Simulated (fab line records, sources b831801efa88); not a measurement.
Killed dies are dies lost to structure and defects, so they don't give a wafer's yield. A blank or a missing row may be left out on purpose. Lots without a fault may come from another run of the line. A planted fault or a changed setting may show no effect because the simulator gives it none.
fab line records | flow gf180mcu
record lots=12 wafers=36 last_day=35
route steps=602 shown VT_IMPLANT@135 LVPWELL@138 HV_LDD@211
lots that met no fault: from a run of the same line without faults
start_h: hours from the record's first day to the start of the lot's first wafer shown | wait_h: hours since the lot's step before | " the same as in the row above | L1.1+2: a row that stands for several wafers | - no value, or no start given | * or withheld: withheld | < > ~ a bound
route shown NAME@n: a module of which the file shows steps, and the number in the route of the first | usual: mean/standard deviation of fault-free wafers | same: alike in all rows | chamber/n: place in a boat | sites: the reading at each site | _std_site: their standard deviation | _edge_site: outer sites' mean less inner sites' | radius_mm: how far each site lies from the wafer's centre | mask NAME#n: copy n | behind: the tool/chamber that last shaped the wafer | hold: why the lot was held/for how many hours/how that ended | device: the transistor (n, p or np) that didn't switch | end of line: the same wafers' tests at the end of the route | a step without rows: its recipe alone | killed: dies lost to structure and defects at the first sort, not the wafer's yield | map: a wafer's dies, x killed, . not, _ none there
set.NAME: the setting as run; set.NAME@STEP: as run at that earlier step | model.NAME: the simulator's own value behind a step, which no gauge read
steps of the route over a sample of lots; a table a step, a row a wafer
services: from which hour (start_h, from the record's first day; less than 0 if before it) a tool's chamber was out of use, for how many hours, and why
## steps
# step GF_VT_IMPLANT_RTA_45
# recipe temp_c=1050 time_s=30 ambient=N2
# usual lamp_power_pct=37.9/0.49 wafer_temp_C_max=1057.5/1.6
# columns lot.wafer tool chamber start_h wait_h lamp_power_pct wafer_temp_C_max
L961.2 rtp_anneal-01 0 160.74 0.0 38.3 1058.2
L961.4 " 0 " " 38.3 1056.5
L961.6 " 0 " " 38.3 1058.3
L962.2 rtp_anneal-01 0 164.50 0.0 38.4 1057.8
L962.3 " 0 " " 38.4 1054.9
L962.5 " 0 " " 38.3 1057.2
L964.1 rtp_anneal-02 0 185.73 0.0 37.3 1058.3
L964.5 " 0 " " 37.4 1059.7
L964.6 " 0 " " 37.3 1057.9
L965.2 rtp_anneal-01 0 188.46 0.0 38.3 1054.9
L965.3 " 0 " " 38.4 1057.6
L965.5 " 0 " " 38.3 1056.1
L966.1 rtp_anneal-01 0 192.83 0.0 38.3 1056.0
L966.2 " 0 " " 38.3 1057.8
L966.4 " 0 " " 38.4 1057.3
L967.1 rtp_anneal-01 0 205.14 0.0 38.3 1058.4
L967.2 " 0 " " 38.3 1057.2
L967.4 " 0 " " 38.3 1056.4
L968.1 rtp_anneal-01 0 208.14 0.0 38.3 1056.8
L968.2 " 0 " " 38.3 1055.9
L968.5 " 0 " " 38.3 1056.9
L971.1 rtp_anneal-01 0 226.78 0.0 38.3 1057.7
L971.4 " 0 " " 38.4 1058.8
L971.6 " 0 " " 38.4 1056.8
L978.2 rtp_anneal-02 0 275.81 0.0 37.3 1056.6
L978.4 " 0 " " 37.4 1060.0
L978.6 " 0 " " 37.3 1057.6
L979.1 rtp_anneal-01 0 282.03 0.0 38.3 1057.0
L979.2 " 0 " " 38.3 1058.8
L979.6 " 0 " " 38.3 1057.6
L981.2 rtp_anneal-02 0 297.91 0.0 37.3 1058.4
L981.5 " 0 " " 37.3 1057.0
L981.6 " 0 " " 37.4 1064.2
L984.1 rtp_anneal-02 0 316.68 0.0 37.3 1057.6
L984.3 " 0 " " 37.3 1057.5
L984.4 " 0 " " 37.3 1058.4
# step GF_VT_IMPLANT_RS_MEAS_48
# recipe thk_meas_gauge=four-point-probe
# usual LVPWELL_RS=1196/3.3
# columns lot.wafer tool chamber start_h wait_h LVPWELL_RS[ohm/sq]
L961.2 film_metro-02 - 161.08 0.1 1196
L961.4 " - " " 1194
L961.6 " - " " 1198
L962.2 film_metro-01 - 164.85 0.1 1197
L962.3 " - " " 1197
L962.5 " - " " 1197
L964.1 film_metro-04 - 186.07 0.1 1201
L964.5 " - " " 1199
L964.6 " - " " 1202
L965.2 film_metro-01 - 188.80 0.1 1192
L965.3 " - " " 1193
L965.5 " - " " 1189
L966.1 film_metro-01 - 193.17 0.1 1196
L966.2 " - " " 1194
L966.4 " - " " 1195
L967.1 film_metro-02 - 205.48 0.1 1197
L967.2 " - " " 1199
L967.4 " - " " 1200
L968.1 film_metro-02 - 208.48 0.1 1207
L968.2 " - " " 1202
L968.5 " - " " 1202
L971.1 film_metro-04 - 227.12 0.1 1195
L971.4 " - " " 1195
L971.6 " - " " 1196
L978.2 film_metro-02 - 276.24 0.1 1194
L978.4 " - " " 1196
L978.6 " - " " 1198
L979.1 film_metro-04 - 282.37 0.1 1194
L979.2 " - " " 1198
L979.6 " - " " 1199
L981.2 film_metro-02 - 298.25 0.1 1195
L981.5 " - " " 1193
L981.6 " - " " 1190
L984.1 film_metro-02 - 317.02 0.1 1196
L984.3 " - " " 1197
L984.4 " - " " 1196
# step GF_HV_LDD_IMPLANT_35
# recipe species=P energy_kev=60 dose_cm2=7.5e+12 tilt_deg=30 rotation_deg=180
# usual dose_ions_cm2=7.499e+12/7.1e+09 faraday_current_uA=42.2/0.79
# columns lot.wafer tool chamber start_h wait_h dose_ions_cm2 faraday_current_uA
L961.2 implanter-04 0 261.35 0.1 7.494e+12 43.0
L961.4 " 0 " " 7.513e+12 40.2
L961.6 " 0 " " 7.508e+12 42.3
L962.2 implanter-03 0 265.17 0.1 7.487e+12 42.3
L962.3 " 0 " " 7.506e+12 42.3
L962.5 " 0 " " 7.501e+12 41.5
L964.1 implanter-02 0 290.27 0.1 7.496e+12 43.2
L964.5 " 0 " " 7.495e+12 41.5
L964.6 " 0 " " 7.505e+12 42.5
L965.2 implanter-03 0 290.61 0.1 7.493e+12 42.5
L965.3 " 0 " " 7.501e+12 42.5
L965.5 " 0 " " 7.502e+12 41.8
L966.1 implanter-03 0 296.92 0.1 7.495e+12 41.2
L966.2 " 0 " " 7.5e+12 42.7
L966.4 " 0 " " 7.485e+12 42.7
L967.1 implanter-04 0 314.74 0.1 7.476e+12 43.5
L967.2 " 0 " " 7.503e+12 41.0
L967.4 " 0 " " 7.488e+12 42.9
L968.1 implanter-03 0 317.24 0.1 1.015e+12 5.8
L968.2 " 0 " " 1.026e+12 5.9
L968.5 " 0 " " 1.028e+12 5.7
L971.1 implanter-03 0 335.97 0.1 1.027e+12 5.9
L971.4 " 0 " " 1.034e+12 5.6
L971.6 " 0 " " 1.024e+12 5.6
L978.2 implanter-04 0 395.12 0.1 7.498e+12 41.4
L978.4 " 0 " " 7.515e+12 41.8
L978.6 " 0 " " 7.495e+12 43.4
L979.1 implanter-04 0 403.57 0.1 7.502e+12 43.1
L979.2 " 0 " " 7.499e+12 42.6
L979.6 " 0 " " 7.489e+12 40.9
L981.2 implanter-04 0 426.49 0.1 7.505e+12 41.6
L981.5 " 0 " " 7.497e+12 42.6
L981.6 " 0 " " 7.504e+12 42.4
L984.1 implanter-02 0 448.97 0.1 7.485e+12 41.3
L984.3 " 0 " " 7.495e+12 41.2
L984.4 " 0 " " 7.496e+12 42.7
# step GF_HV_LDD_TW_MEAS_38
# usual HV_LDD_3_TW=1435/6.3
# columns lot.wafer tool chamber start_h wait_h hold HV_LDD_3_TW
L961.2 film_metro-02 - 261.73 0.1 - 1435
L961.4 " - " " - 1432
L961.6 " - " " - 1435
L962.2 film_metro-04 - 265.55 0.1 - 1439
L962.3 " - " " - 1439
L962.5 " - " " - 1440
L964.1 film_metro-01 - 290.67 0.1 - 1439
L964.5 " - " " - 1436
L964.6 " - " " - 1436
L965.2 film_metro-01 - 291.00 0.1 - 1436
L965.3 " - " " - 1433
L965.5 " - " " - 1441
L966.1 film_metro-02 - 297.32 0.1 - 1442
L966.2 " - " " - 1444
L966.4 " - " " - 1434
L967.1 film_metro-02 - 315.14 0.1 - 1436
L967.2 " - " " - 1432
L967.4 " - " " - 1431
L968.1 film_metro-02 - 317.64 0.1 await_dispo/0.2h/release 1340
L968.2 " - " " await_dispo/0.2h/release 1328
L968.5 " - " " await_dispo/0.2h/release 1330
L968.1 film_metro-02 - 317.89 0.2 - 1333
L968.2 " - " " - 1329
L968.5 " - " " - 1332
L971.1 film_metro-02 - 336.37 0.1 await_dispo/0.2h/release 1321
L971.4 " - " " await_dispo/0.2h/release 1315
L971.6 " - " " await_dispo/0.2h/release 1323
L971.1 film_metro-02 - 336.60 0.2 - 1320
L971.4 " - " " - 1316
L971.6 " - " " - 1321
L978.2 film_metro-02 - 395.50 0.1 - 1446
L978.4 " - " " - 1437
L978.6 " - " " - 1439
L979.1 film_metro-01 - 403.97 0.1 - 1426
L979.2 " - " " - 1430
L979.6 " - " " - 1428
L981.2 film_metro-01 - 426.88 0.1 - 1424
L981.5 " - " " - 1430
L981.6 " - " " - 1432
L984.1 film_metro-02 - 449.37 0.1 - 1435
L984.3 " - " " - 1438
L984.4 " - " " - 1445
# step GF_HV_LDD_OVL_MEAS_47
# usual HV_LDD_03_OVL=-0.2/1.5
# columns lot.wafer tool chamber start_h wait_h HV_LDD_03_OVL[nm]
L961.2 overlay-01 - 281.69 0.1 -0.8
L961.4 " - " " -1.8
L961.6 " - " " 0.9
L962.2 overlay-02 - 285.81 0.1 1.7
L962.3 " - " " 1.1
L962.5 " - " " 0.7
L964.1 overlay-01 - 310.85 0.1 -0.1
L964.5 " - " " -1.4
L964.6 " - " " -0.4
L965.2 overlay-02 - 311.06 0.1 -1.8
L965.3 " - " " -3.3
L965.5 " - " " -0.7
L966.1 overlay-02 - 317.31 0.1 -1.9
L966.2 " - " " -2.8
L966.4 " - " " -2.2
L967.1 overlay-01 - 335.55 0.1 -0.7
L967.2 " - " " 2.6
L967.4 " - " " 0.6
L968.1 overlay-02 - 337.63 0.1 0.3
L968.2 " - " " -1.5
L968.5 " - " " 1.3
L971.1 overlay-01 - 358.41 0.1 0.4
L971.4 " - " " 0.1
L971.6 " - " " 1.2
L978.2 overlay-01 - 419.11 0.1 -1.4
L978.4 " - " " -0.7
L978.6 " - " " -1.6
L979.1 overlay-02 - 428.43 0.1 -1.9
L979.2 " - " " -0.6
L979.6 " - " " -0.9
L981.2 overlay-02 - 451.51 0.1 -2.3
L981.5 " - " " -1.1
L981.6 " - " " -1.0
L984.1 overlay-01 - 473.96 0.1 2.5
L984.3 " - " " 0.3
L984.4 " - " " 2.4
# step GF_HV_LDD_RS_MEAS_53
# recipe thk_meas_gauge=four-point-probe
# usual HV_LDD_RS=418.2/1
# columns lot.wafer tool chamber start_h wait_h hold HV_LDD_RS[ohm/sq]
L961.2 film_metro-02 - 282.17 0.1 - 415.9
L961.4 " - " " - 417.2
L961.6 " - " " - 416.3
L962.2 film_metro-02 - 286.29 0.1 - 417.6
L962.3 " - " " - 418.2
L962.5 " - " " - 419.7
L964.1 film_metro-02 - 311.32 0.1 - 419.7
L964.5 " - " " - 419.5
L964.6 " - " " - 419.8
L965.2 film_metro-02 - 311.54 0.1 - 419.4
L965.3 " - " " - 418.9
L965.5 " - " " - 420.0
L966.1 film_metro-02 - 317.77 0.1 - 418.6
L966.2 " - " " - 418.2
L966.4 " - " " - 416.7
L967.1 film_metro-01 - 336.10 0.1 - 418.0
L967.2 " - " " - 416.8
L967.4 " - " " - 418.1
L968.1 film_metro-02 - 338.10 0.1 await_dispo/0.2h/release 437.9
L968.2 " - " " await_dispo/0.2h/release 438.1
L968.5 " - " " await_dispo/0.2h/release 436.6
L968.1 film_metro-02 - 338.38 0.3 - 437.9
L968.2 " - " " - 438.0
L968.5 " - " " - 437.0
L971.1 film_metro-02 - 358.87 0.1 await_dispo/0.2h/release 438.9
L971.4 " - " " await_dispo/0.2h/release 438.2
L971.6 " - " " await_dispo/0.2h/release 439.0
L971.1 film_metro-02 - 359.16 0.3 - 438.6
L971.4 " - " " - 438.7
L971.6 " - " " - 438.0
L978.2 film_metro-02 - 419.59 0.1 - 418.4
L978.4 " - " " - 418.7
L978.6 " - " " - 418.2
L979.1 film_metro-01 - 428.90 0.1 - 418.2
L979.2 " - " " - 419.5
L979.6 " - " " - 418.5
L981.2 film_metro-01 - 451.98 0.1 - 418.8
L981.5 " - " " - 417.3
L981.6 " - " " - 419.0
L984.1 film_metro-01 - 474.48 0.1 - 417.2
L984.3 " - " " - 417.1
L984.4 " - " " - 417.7
## services
# columns tool chamber start_h hours kind
implanter-03 - 184.61 0.5 repair
implanter-02 - 210.65 2.5 repair
implanter-03 - 212.80 5.4 pm
implanter-02 - 237.69 2.1 pm
implanter-04 - 254.43 5.4 pm
implanter-03 - 319.78 2.3 repair
implanter-03 - 411.00 5.0 pm
implanter-03 - 418.36 2.8 repair
## key
first_sign step=GF_HV_LDD_IMPLANT_35 reading=dose_ions_cm2 direction=down sigmas=99+ usual=7.499e+12 struck=1.026e+12
effect step=GF_HV_LDD_IMPLANT_35 reading=faraday_current_uA direction=down sigmas=46 usual=42.2 struck=5.7
effect step=GF_HV_LDD_TW_MEAS_38 reading=visit direction=added
effect step=GF_HV_LDD_TW_MEAS_38 reading=HV_LDD_3_TW direction=down sigmas=17 usual=1435 struck=1326
effect step=GF_HV_LDD_RS_MEAS_53 reading=visit direction=added
effect step=GF_HV_LDD_RS_MEAS_53 reading=HV_LDD_RS direction=up sigmas=19 usual=418.2 struck=438.1
met_at GF_HV_LDD_IMPLANT_35
struck_lots L968,L971
tester_left_out L968,L971
not_acting_at GF_VT_IMPLANT_RTA_45,GF_VT_IMPLANT_RS_MEAS_48,GF_HV_LDD_OVL_MEAS_47
onset_between 296.92 317.24
fault kind=process_parameter_drift tool=implanter-03 chamber=- onset_h=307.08 steps=GF_HV_LDD_IMPLANT_35 channel=dose_cm2 offset=-6.477e+12 shape=step end_h=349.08 acts_in=these_recipes_only stated=7.5e+12
# tester_left_out: of these lots the tester's yield and bins aren't shown, on N5 and GAA mostly nor the transistor test; their killed dies are dies lost to structure and defects alone, not to doping, threshold or leakage, so they don't give the yield
